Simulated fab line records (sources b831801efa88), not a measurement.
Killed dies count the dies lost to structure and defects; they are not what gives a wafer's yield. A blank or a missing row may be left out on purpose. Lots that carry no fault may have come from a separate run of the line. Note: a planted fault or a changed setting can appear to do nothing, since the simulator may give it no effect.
fab line records	flow gf180mcu
record lots=24	wafers=72	last-day=34
route steps=602 shown SALICIDE@283 CONTACT@290 M3@410 V3@443
lots with no fault: from the same line, run without faults
start-h: hours from the record's first day to the start of the lot's first wafer shown	wait-h: time in hours since the lot's previous step	" same as the row above	L1.1+2: a single row standing in for several wafers	- no value present, or no start provided	* or withheld: withheld	< > ~ a bound
route shown NAME@n: NAME is a module with steps in the file, n the number in the route of the first one	usual: the fault-free wafers' mean and standard deviation	same: alike in all rows	chamber/n: place in a boat	sites: readings site by site	_std_site: the standard deviation of these	_edge_site: the outer-site mean with the inner-site mean subtracted	radius-mm: for every site, how far away it sits from the centre of the wafer	mask NAME#n: copy n	behind: the tool/chamber that last shaped the wafer	hold: what put the lot on hold/how long, in hours/how the hold closed	device: the transistor (n, p or np) that didn't switch	end of line: tests of these same wafers at the route's end	for a step that has no rows: nothing shown but its recipe	killed: at the first sort, the dies lost to defects and structure; wafer yield is something else	map: a wafer's dies, x killed, . not, _ none there
set.NAME: the setting as run; set.NAME@STEP: as run at that earlier step	model.NAME: the simulator's own value behind a step, which no gauge read
the route's steps for a sample of lots (tables are steps, rows are wafers)
services: from which hour (start-h, from the record's first day; less than 0 if before it) a tool's chamber was out of use, for how many hours, and why
## steps
# step GF_SALICIDE_THK_MEAS_05
# recipe thk-meas-gauge=xrf	reads=TiN_of_SALICIDE_SPUTTER_03
# usual SALICIDE_TIN_THK=20.19/0.22
lot.wafer	tool	chamber	start-h	wait-h	SALICIDE_TIN_THK[nm]
L074.3	film-metro-02	-	342.49	0.1	20.10
L074.4	"	-	"	"	19.84
L074.5	"	-	"	"	20.09
L075.1	film-metro-02	-	348.68	0.1	19.94
L075.3	"	-	"	"	19.82
L075.6	"	-	"	"	19.71
L076.2	film-metro-04	-	359.38	0.1	20.37
L076.3	"	-	"	"	20.32
L076.4	"	-	"	"	20.31
L077.2	film-metro-04	-	370.47	0.1	20.07
L077.3	"	-	"	"	20.28
L077.5	"	-	"	"	20.40
L078.1	film-metro-04	-	375.89	0.1	20.23
L078.2	"	-	"	"	20.09
L078.6	"	-	"	"	20.17
L079.3	film-metro-04	-	388.73	0.1	20.41
L079.5	"	-	"	"	20.19
L079.6	"	-	"	"	20.45
L080.3	film-metro-04	-	399.17	0.1	20.14
L080.4	"	-	"	"	20.37
L080.5	"	-	"	"	20.19
L081.2	film-metro-02	-	405.34	0.1	20.00
L081.3	"	-	"	"	20.16
L081.5	"	-	"	"	20.19
L082.2	film-metro-02	-	410.75	0.1	19.82
L082.3	"	-	"	"	20.29
L082.6	"	-	"	"	19.95
L083.1	film-metro-04	-	422.27	0.1	19.96
L083.5	"	-	"	"	20.40
L083.6	"	-	"	"	20.32
L084.2	film-metro-04	-	432.48	0.1	20.36
L084.4	"	-	"	"	20.36
L084.6	"	-	"	"	20.44
L085.2	film-metro-02	-	437.75	0.1	20.18
L085.4	"	-	"	"	20.24
L085.5	"	-	"	"	20.22
L086.3	film-metro-01	-	439.53	0.1	20.06
L086.4	"	-	"	"	20.49
L086.6	"	-	"	"	20.33
L087.2	film-metro-04	-	455.11	0.1	20.05
L087.3	"	-	"	"	19.97
L087.5	"	-	"	"	20.11
L088.1	film-metro-04	-	462.49	0.1	20.66
L088.3	"	-	"	"	20.45
L088.6	"	-	"	"	20.63
L089.3	film-metro-04	-	473.04	0.1	20.29
L089.4	"	-	"	"	20.36
L089.6	"	-	"	"	20.62
L090.1	film-metro-02	-	478.02	0.1	20.25
L090.2	"	-	"	"	20.34
L090.3	"	-	"	"	19.85
L091.1	film-metro-02	-	486.04	0.1	20.43
L091.3	"	-	"	"	20.41
L091.6	"	-	"	"	20.36
L092.3	film-metro-01	-	496.51	0.1	20.31
L092.4	"	-	"	"	20.02
L092.6	"	-	"	"	20.30
L093.2	film-metro-02	-	504.65	0.1	19.81
L093.3	"	-	"	"	19.70
L093.4	"	-	"	"	19.84
L094.2	film-metro-02	-	509.50	0.1	20.01
L094.5	"	-	"	"	20.04
L094.6	"	-	"	"	20.22
L095.1	film-metro-02	-	517.06	0.1	20.19
L095.3	"	-	"	"	19.90
L095.5	"	-	"	"	20.41
L096.1	film-metro-02	-	531.54	0.1	20.77
L096.2	"	-	"	"	20.36
L096.6	"	-	"	"	20.10
L097.3	film-metro-04	-	532.07	0.1	19.77
L097.4	"	-	"	"	20.19
L097.5	"	-	"	"	19.99
# step GF_SALICIDE_RTA_08
# recipe temp-c=800	time-s=30	ambient=N2
# usual lamp-power-pct=16.1/0.4	wafer_temp_C_max=803.5/0.82
lot.wafer	tool	chamber	start-h	wait-h	lamp-power-pct	wafer_temp_C_max
L074.3	rtp-anneal-02	0	342.99	0.0	16.5	803.9
L074.4	"	0	"	"	16.5	801.7
L074.5	"	0	"	"	16.5	802.9
L075.1	rtp-anneal-01	0	348.94	0.0	15.7	803.3
L075.3	"	0	"	"	15.6	803.0
L075.6	"	0	"	"	15.7	805.0
L076.2	rtp-anneal-01	0	359.66	0.0	15.7	804.5
L076.3	"	0	"	"	15.7	803.4
L076.4	"	0	"	"	15.7	803.6
L077.2	rtp-anneal-02	0	370.74	0.0	16.5	803.4
L077.3	"	0	"	"	16.5	803.4
L077.5	"	0	"	"	16.5	803.4
L078.1	rtp-anneal-01	0	376.24	0.0	15.7	803.6
L078.2	"	0	"	"	15.7	805.7
L078.6	"	0	"	"	15.7	803.4
L079.3	rtp-anneal-01	0	389.13	0.1	15.6	803.7
L079.5	"	0	"	"	15.7	803.4
L079.6	"	0	"	"	15.7	803.4
L080.3	rtp-anneal-02	0	399.73	0.0	16.5	802.9
L080.4	"	0	"	"	16.5	803.3
L080.5	"	0	"	"	16.5	803.1
L081.2	rtp-anneal-01	0	405.60	0.0	15.7	803.5
L081.3	"	0	"	"	15.7	803.2
L081.5	"	0	"	"	15.7	803.7
L082.2	rtp-anneal-01	0	411.01	0.0	15.7	803.1
L082.3	"	0	"	"	15.7	803.5
L082.6	"	0	"	"	15.7	803.0
L083.1	rtp-anneal-02	0	422.53	0.0	16.5	802.4
L083.5	"	0	"	"	16.5	801.9
L083.6	"	0	"	"	16.5	802.9
L084.2	rtp-anneal-02	0	432.74	0.0	16.5	802.8
L084.4	"	0	"	"	16.5	802.7
L084.6	"	0	"	"	16.5	802.9
L085.2	rtp-anneal-01	0	438.02	0.0	15.7	806.3
L085.4	"	0	"	"	15.7	803.7
L085.5	"	0	"	"	15.7	804.9
L086.3	rtp-anneal-01	0	439.80	0.0	15.7	804.7
L086.4	"	0	"	"	15.7	803.8
L086.6	"	0	"	"	15.7	803.6
L087.2	rtp-anneal-02	0	455.38	0.0	16.5	804.2
L087.3	"	0	"	"	16.5	802.8
L087.5	"	0	"	"	16.5	803.1
L088.1	rtp-anneal-01	0	462.75	0.0	15.7	803.5
L088.3	"	0	"	"	15.7	802.6
L088.6	"	0	"	"	15.7	803.6
L089.3	rtp-anneal-02	0	473.30	0.0	16.5	802.8
L089.4	"	0	"	"	16.5	802.7
L089.6	"	0	"	"	16.5	803.0
L090.1	rtp-anneal-02	0	478.27	0.0	16.5	802.4
L090.2	"	0	"	"	16.5	802.3
L090.3	"	0	"	"	16.5	802.5
L091.1	rtp-anneal-01	0	486.30	0.0	15.7	804.1
L091.3	"	0	"	"	15.7	803.6
L091.6	"	0	"	"	15.7	804.1
L092.3	rtp-anneal-01	0	496.77	0.0	15.7	804.8
L092.4	"	0	"	"	15.7	804.6
L092.6	"	0	"	"	15.7	804.1
L093.2	rtp-anneal-02	0	504.91	0.0	16.5	803.4
L093.3	"	0	"	"	16.5	803.0
L093.4	"	0	"	"	16.5	802.8
L094.2	rtp-anneal-02	0	509.76	0.0	16.5	802.5
L094.5	"	0	"	"	16.5	802.5
L094.6	"	0	"	"	16.5	803.1
L095.1	rtp-anneal-02	0	517.31	0.0	16.5	803.0
L095.3	"	0	"	"	16.5	803.1
L095.5	"	0	"	"	16.5	803.5
L096.1	rtp-anneal-02	0	531.79	0.0	16.5	803.7
L096.2	"	0	"	"	16.5	803.1
L096.6	"	0	"	"	16.5	803.0
L097.3	rtp-anneal-02	0	532.34	0.0	16.5	802.8
L097.4	"	0	"	"	16.5	804.1
L097.5	"	0	"	"	16.5	802.0
# step GF_CONTACT_THK_MEAS_03
# recipe reads=SiO2_of_CONTACT_CVD_02
# usual CONTACT_CVD_02_THK=858/14
lot.wafer	tool	chamber	start-h	wait-h	CONTACT_CVD_02_THK[nm]
L074.3	film-metro-04	-	343.25	0.1	832
L074.4	"	-	"	"	864
L074.5	"	-	"	"	843
L075.1	film-metro-01	-	349.23	0.0	833
L075.3	"	-	"	"	844
L075.6	"	-	"	"	845
L076.2	film-metro-04	-	359.93	0.0	866
L076.3	"	-	"	"	856
L076.4	"	-	"	"	878
L077.2	film-metro-03	-	371.09	0.0	833
L077.3	"	-	"	"	836
L077.5	"	-	"	"	848
L078.1	film-metro-01	-	376.52	0.0	822
L078.2	"	-	"	"	828
L078.6	"	-	"	"	852
L079.3	film-metro-01	-	389.46	0.1	872
L079.5	"	-	"	"	868
L079.6	"	-	"	"	883
L080.3	film-metro-01	-	399.99	0.1	855
L080.4	"	-	"	"	871
L080.5	"	-	"	"	873
L081.2	film-metro-01	-	405.86	0.0	863
L081.3	"	-	"	"	853
L081.5	"	-	"	"	872
L082.2	film-metro-03	-	411.27	0.0	852
L082.3	"	-	"	"	860
L082.6	"	-	"	"	880
L083.1	film-metro-03	-	422.80	0.0	841
L083.5	"	-	"	"	868
L083.6	"	-	"	"	862
L084.2	film-metro-04	-	433.01	0.0	859
L084.4	"	-	"	"	866
L084.6	"	-	"	"	866
L085.2	film-metro-01	-	438.28	0.0	829
L085.4	"	-	"	"	853
L085.5	"	-	"	"	847
L086.3	film-metro-01	-	440.08	0.1	838
L086.4	"	-	"	"	861
L086.6	"	-	"	"	876
L087.2	film-metro-04	-	455.65	0.0	871
L087.3	"	-	"	"	868
L087.5	"	-	"	"	880
L088.1	film-metro-03	-	463.03	0.0	854
L088.3	"	-	"	"	868
L088.6	"	-	"	"	861
L089.3	film-metro-04	-	473.56	0.1	868
L089.4	"	-	"	"	883
L089.6	"	-	"	"	878
L090.1	film-metro-01	-	478.55	0.0	851
L090.2	"	-	"	"	854
L090.3	"	-	"	"	858
L091.1	film-metro-01	-	486.57	0.0	849
L091.3	"	-	"	"	858
L091.6	"	-	"	"	866
L092.3	film-metro-04	-	497.03	0.1	859
L092.4	"	-	"	"	882
L092.6	"	-	"	"	877
L093.2	film-metro-03	-	505.18	0.0	855
L093.3	"	-	"	"	859
L093.4	"	-	"	"	863
L094.2	film-metro-03	-	510.03	0.0	837
L094.5	"	-	"	"	856
L094.6	"	-	"	"	845
L095.1	film-metro-03	-	517.59	0.0	851
L095.3	"	-	"	"	849
L095.5	"	-	"	"	861
L096.1	film-metro-01	-	532.06	0.0	844
L096.2	"	-	"	"	841
L096.6	"	-	"	"	839
L097.3	film-metro-01	-	532.60	0.1	856
L097.4	"	-	"	"	876
L097.5	"	-	"	"	874
# step GF_CONTACT_SPUTTER_23
# recipe material=TiN	target-thk-nm=10	chamber-pressure-pa=5	power-w=4000	time-s=40
# usual throttle-valve-pct=29.5/1
lot.wafer	tool	chamber	start-h	wait-h	throttle-valve-pct
L074.3	pvd-sputter-03	-	366.40	0.0	29.5
L074.4	"	-	"	"	29.7
L074.5	"	-	"	"	29.5
L075.1	pvd-sputter-04	-	372.48	0.0	27.3
L075.3	"	-	"	"	31.4
L075.6	"	-	"	"	30.9
L076.2	pvd-sputter-02	-	383.45	0.0	29.2
L076.3	"	-	"	"	29.4
L076.4	"	-	"	"	31.3
L077.2	pvd-sputter-04	-	395.77	0.0	30.8
L077.3	"	-	"	"	29.5
L077.5	"	-	"	"	31.0
L078.1	pvd-sputter-02	-	400.33	0.0	29.3
L078.2	"	-	"	"	29.3
L078.6	"	-	"	"	31.5
L079.3	pvd-sputter-04	-	414.22	0.0	30.8
L079.5	"	-	"	"	29.4
L079.6	"	-	"	"	30.7
L080.3	pvd-sputter-02	-	424.27	0.0	31.6
L080.4	"	-	"	"	28.9
L080.5	"	-	"	"	28.5
L081.2	pvd-sputter-03	-	430.97	0.0	29.7
L081.3	"	-	"	"	29.1
L081.5	"	-	"	"	29.3
L082.2	pvd-sputter-02	-	436.40	0.0	28.5
L082.3	"	-	"	"	29.1
L082.6	"	-	"	"	29.5
L083.1	pvd-sputter-03	-	448.08	0.0	28.7
L083.5	"	-	"	"	28.8
L083.6	"	-	"	"	29.4
L084.2	pvd-sputter-03	-	457.96	0.0	28.9
L084.4	"	-	"	"	29.5
L084.6	"	-	"	"	29.3
L085.2	pvd-sputter-04	-	463.82	0.0	29.5
L085.4	"	-	"	"	29.5
L085.5	"	-	"	"	27.4
L086.3	pvd-sputter-03	-	465.67	0.0	29.5
L086.4	"	-	"	"	29.3
L086.6	"	-	"	"	29.1
L087.2	pvd-sputter-02	-	481.35	0.0	28.8
L087.3	"	-	"	"	29.3
L087.5	"	-	"	"	28.7
L088.1	pvd-sputter-02	-	487.90	0.0	31.4
L088.3	"	-	"	"	28.9
L088.6	"	-	"	"	29.0
L089.3	pvd-sputter-04	-	498.35	0.0	27.3
L089.4	"	-	"	"	31.0
L089.6	"	-	"	"	31.1
L090.1	pvd-sputter-02	-	502.95	0.0	31.5
L090.2	"	-	"	"	29.4
L090.3	"	-	"	"	28.7
L091.1	pvd-sputter-02	-	511.45	0.0	29.4
L091.3	"	-	"	"	28.9
L091.6	"	-	"	"	29.3
L092.3	pvd-sputter-03	-	521.32	0.0	29.4
L092.4	"	-	"	"	28.6
L092.6	"	-	"	"	28.9
L093.2	pvd-sputter-02	-	529.70	0.0	31.4
L093.3	"	-	"	"	28.7
L093.4	"	-	"	"	29.5
L094.2	pvd-sputter-04	-	534.37	0.0	31.3
L094.5	"	-	"	"	30.8
L094.6	"	-	"	"	29.8
L095.1	pvd-sputter-03	-	542.17	0.0	29.7
L095.3	"	-	"	"	28.8
L095.5	"	-	"	"	29.5
L096.1	pvd-sputter-03	-	555.52	0.0	29.2
L096.2	"	-	"	"	28.9
L096.6	"	-	"	"	29.3
L097.3	pvd-sputter-02	-	555.87	0.0	29.3
L097.4	"	-	"	"	28.9
L097.5	"	-	"	"	31.2
# step GF_M3_SPUTTER_01
# recipe material=TiN	target-thk-nm=30	power-w=6500	time-s=25	chamber-pressure-pa=0.4
# usual throttle-valve-pct=29.6/0.77
lot.wafer	tool	chamber	start-h	wait-h	throttle-valve-pct
L074.3	pvd-sputter-03	-	467.55	0.1	28.6
L074.4	"	-	"	"	29.0
L074.5	"	-	"	"	28.6
L075.1	pvd-sputter-01	-	474.94	0.1	30.0
L075.3	"	-	"	"	30.3
L075.6	"	-	"	"	29.7
L076.2	pvd-sputter-01	-	485.70	0.1	29.2
L076.3	"	-	"	"	30.5
L076.4	"	-	"	"	29.8
L077.2	pvd-sputter-02	-	498.08	0.1	29.2
L077.3	"	-	"	"	28.7
L077.5	"	-	"	"	29.5
L078.1	pvd-sputter-03	-	503.73	0.1	29.6
L078.2	"	-	"	"	29.0
L078.6	"	-	"	"	28.8
L079.3	pvd-sputter-03	-	517.53	0.1	29.5
L079.5	"	-	"	"	28.9
L079.6	"	-	"	"	29.6
L080.3	pvd-sputter-01	-	526.41	0.1	30.4
L080.4	"	-	"	"	30.2
L080.5	"	-	"	"	30.1
L081.2	pvd-sputter-03	-	533.18	0.1	29.0
L081.3	"	-	"	"	29.2
L081.5	"	-	"	"	29.4
L082.2	pvd-sputter-01	-	538.85	0.1	30.5
L082.3	"	-	"	"	30.0
L082.6	"	-	"	"	29.6
L083.1	pvd-sputter-03	-	549.60	0.1	29.1
L083.5	"	-	"	"	29.5
L083.6	"	-	"	"	28.8
L084.2	pvd-sputter-03	-	558.75	0.1	29.5
L084.4	"	-	"	"	29.1
L084.6	"	-	"	"	29.6
L085.2	pvd-sputter-03	-	564.69	0.1	29.6
L085.4	"	-	"	"	29.5
L085.5	"	-	"	"	29.0
L086.3	pvd-sputter-02	-	564.99	0.1	29.2
L086.4	"	-	"	"	31.8
L086.6	"	-	"	"	29.3
L087.2	pvd-sputter-02	-	580.64	0.1	29.2
L087.3	"	-	"	"	29.4
L087.5	"	-	"	"	28.9
L088.1	pvd-sputter-02	-	585.08	0.1	29.3
L088.3	"	-	"	"	29.3
L088.6	"	-	"	"	31.2
L089.3	pvd-sputter-03	-	594.13	0.1	29.1
L089.4	"	-	"	"	28.6
L089.6	"	-	"	"	28.9
L090.1	pvd-sputter-01	-	599.70	0.1	30.4
L090.2	"	-	"	"	30.1
L090.3	"	-	"	"	29.1
L091.1	pvd-sputter-03	-	607.68	0.1	28.7
L091.3	"	-	"	"	29.0
L091.6	"	-	"	"	28.7
L092.3	pvd-sputter-02	-	615.60	0.1	31.7
L092.4	"	-	"	"	28.9
L092.6	"	-	"	"	29.3
L093.2	pvd-sputter-03	-	622.70	0.1	29.3
L093.3	"	-	"	"	28.7
L093.4	"	-	"	"	29.1
L094.2	pvd-sputter-01	-	627.94	0.1	30.4
L094.5	"	-	"	"	29.6
L094.6	"	-	"	"	30.1
L095.1	pvd-sputter-02	-	634.63	0.1	31.2
L095.3	"	-	"	"	29.4
L095.5	"	-	"	"	28.8
L096.1	pvd-sputter-01	-	645.74	0.1	30.4
L096.2	"	-	"	"	30.0
L096.6	"	-	"	"	29.9
L097.3	pvd-sputter-01	-	646.97	0.1	30.3
L097.4	"	-	"	"	29.5
L097.5	"	-	"	"	30.5
# step GF_V3_CD_MEAS_14
# recipe target-cd-nm=260
# usual cd-nm=259.8/1.2
lot.wafer	tool	chamber	start-h	wait-h	cd-nm
L074.3	cd-sem-02	-	516.46	0.1	260.0
L074.4	"	-	"	"	260.0
L074.5	"	-	"	"	261.6
L075.1	cd-sem-01	-	523.54	0.1	260.5
L075.3	"	-	"	"	259.9
L075.6	"	-	"	"	259.3
L076.2	cd-sem-01	-	535.11	0.1	261.2
L076.3	"	-	"	"	260.0
L076.4	"	-	"	"	260.5
L077.2	cd-sem-01	-	545.69	0.1	259.5
L077.3	"	-	"	"	260.5
L077.5	"	-	"	"	260.2
L078.1	cd-sem-01	-	550.92	0.1	259.3
L078.2	"	-	"	"	260.0
L078.6	"	-	"	"	258.1
L079.3	cd-sem-01	-	564.32	0.1	260.4
L079.5	"	-	"	"	261.1
L079.6	"	-	"	"	261.6
L080.3	cd-sem-01	-	572.86	0.1	261.0
L080.4	"	-	"	"	261.7
L080.5	"	-	"	"	261.0
L081.2	cd-sem-01	-	578.36	0.1	259.6
L081.3	"	-	"	"	258.4
L081.5	"	-	"	"	258.7
L082.2	cd-sem-02	-	585.16	0.1	261.0
L082.3	"	-	"	"	260.5
L082.6	"	-	"	"	261.1
L083.1	cd-sem-02	-	594.17	0.1	262.3
L083.5	"	-	"	"	262.2
L083.6	"	-	"	"	262.5
L084.2	cd-sem-01	-	603.44	0.1	260.7
L084.4	"	-	"	"	260.6
L084.6	"	-	"	"	260.7
L085.2	cd-sem-01	-	609.65	0.1	259.1
L085.4	"	-	"	"	258.9
L085.5	"	-	"	"	259.4
L086.3	cd-sem-02	-	609.66	0.1	258.5
L086.4	"	-	"	"	258.8
L086.6	"	-	"	"	260.0
L087.2	cd-sem-01	-	624.69	0.1	259.5
L087.3	"	-	"	"	259.5
L087.5	"	-	"	"	260.2
L088.1	cd-sem-02	-	628.27	0.1	260.9
L088.3	"	-	"	"	259.4
L088.6	"	-	"	"	258.8
L089.3	cd-sem-01	-	637.06	0.1	260.2
L089.4	"	-	"	"	260.9
L089.6	"	-	"	"	259.8
L090.1	cd-sem-02	-	642.27	0.1	259.1
L090.2	"	-	"	"	259.3
L090.3	"	-	"	"	258.8
L091.1	cd-sem-01	-	649.29	0.1	258.2
L091.3	"	-	"	"	257.4
L091.6	"	-	"	"	258.3
L092.3	cd-sem-02	-	657.21	0.1	260.2
L092.4	"	-	"	"	260.2
L092.6	"	-	"	"	259.8
L093.2	cd-sem-01	-	663.09	0.1	257.7
L093.3	"	-	"	"	256.8
L093.4	"	-	"	"	258.0
L094.2	cd-sem-01	-	668.81	0.1	258.7
L094.5	"	-	"	"	258.3
L094.6	"	-	"	"	257.1
L095.1	cd-sem-01	-	675.34	0.1	260.7
L095.3	"	-	"	"	260.4
L095.5	"	-	"	"	261.7
L096.1	cd-sem-01	-	685.44	0.1	260.0
L096.2	"	-	"	"	260.8
L096.6	"	-	"	"	259.9
L097.3	cd-sem-01	-	686.18	0.1	259.9
L097.4	"	-	"	"	258.6
L097.5	"	-	"	"	260.2
## services
tool	chamber	start-h	hours	kind
pvd-sputter-03	-	354.90	2.1	repair
pvd-sputter-03	-	357.98	1.7	repair
pvd-sputter-03	-	378.38	39.2	repair
pvd-sputter-02	-	430.06	6.2	repair
pvd-sputter-04	1	455.98	-	consumable-replace:kit
pvd-sputter-04	1	455.98	18.0	scheduled-down
pvd-sputter-04	1	455.98	18.0	vent-cycle
pvd-sputter-02	0	460.51	-	consumable-replace:kit
pvd-sputter-02	0	460.51	18.0	scheduled-down
pvd-sputter-02	0	460.51	18.0	vent-cycle
pvd-sputter-01	1	485.84	-	consumable-replace:kit
pvd-sputter-01	1	485.84	18.0	scheduled-down
pvd-sputter-01	1	485.84	18.0	vent-cycle
pvd-sputter-02	-	524.51	4.8	repair
pvd-sputter-03	2	581.52	-	consumable-replace:kit
pvd-sputter-03	2	581.52	18.0	scheduled-down
pvd-sputter-03	2	581.52	18.0	vent-cycle
pvd-sputter-01	0	605.19	-	consumable-replace:kit
pvd-sputter-01	0	605.19	18.0	scheduled-down
pvd-sputter-01	0	605.19	18.0	vent-cycle
pvd-sputter-02	3	638.75	-	consumable-replace:kit
pvd-sputter-02	3	638.75	18.0	scheduled-down
pvd-sputter-02	3	638.75	18.0	vent-cycle
pvd-sputter-03	-	642.77	6.2	repair
## key
fault none
